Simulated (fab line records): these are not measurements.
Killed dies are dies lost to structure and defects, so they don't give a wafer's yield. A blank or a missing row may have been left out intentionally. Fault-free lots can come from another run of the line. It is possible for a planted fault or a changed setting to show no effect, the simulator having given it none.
Matching of chambers	flow sky130	SKY_FIELD_ISO_ETCH_17 on rieSi-02: 4 sister chambers
The step etches Si in HBr/Cl2/O2, target depth 342 nm, time 97.7 s. 4 wafers are shown with their chamber, then 10 later ones without.

EACH WAFER AND ITS CHAMBER
wafer	chamber	drypumpMotorCurrentA (A)
L926.6	0	5.0
L931.5	3	6.1
L932.1	2	5.9
L932.2	1	5.9

WAFERS WITHOUT THEIR CHAMBER
wafer	drypumpMotorCurrentA (A)
L932.5	5.0
L933.2	5.0
L933.3	6.1
L933.6	6.0
L935.3	5.9
L935.4	5.9
L935.6	6.1
L937.1	5.0
L937.3	6.0
L937.5	5.8

THE CHAMBER EACH PASSED THROUGH
wafer	from the rows above	in truth
L932.5	0	0
L933.2	0	0
L933.3	3	3
L933.6	can't be placed: 1 or 2 or 3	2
L935.3	can't be placed: 1 or 2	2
L935.4	can't be placed: 1 or 2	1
L935.6	3	3
L937.1	0	0
L937.3	can't be placed: 1 or 2 or 3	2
L937.5	can't be placed: 1 or 2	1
Correct placement for 5 of the 10. From these rows, 5 cannot be placed; in 5 the true chamber is one of the candidates. 0 placed wrongly.
How it was worked out, from the rows above alone: a wafer's distance from a chamber is the root of the sum, over the readings, of the square of ((its reading less the chamber's mean) divided by the reading's scatter). The wafer belongs to the nearest chamber; if the next one is less than 2 further off, it can't be placed. A chamber's mean is the mean of its shown wafers. The scatter (one wafer shown for each chamber): square how far every hidden wafer sits from the nearest shown wafer, average those squares and take the square root.
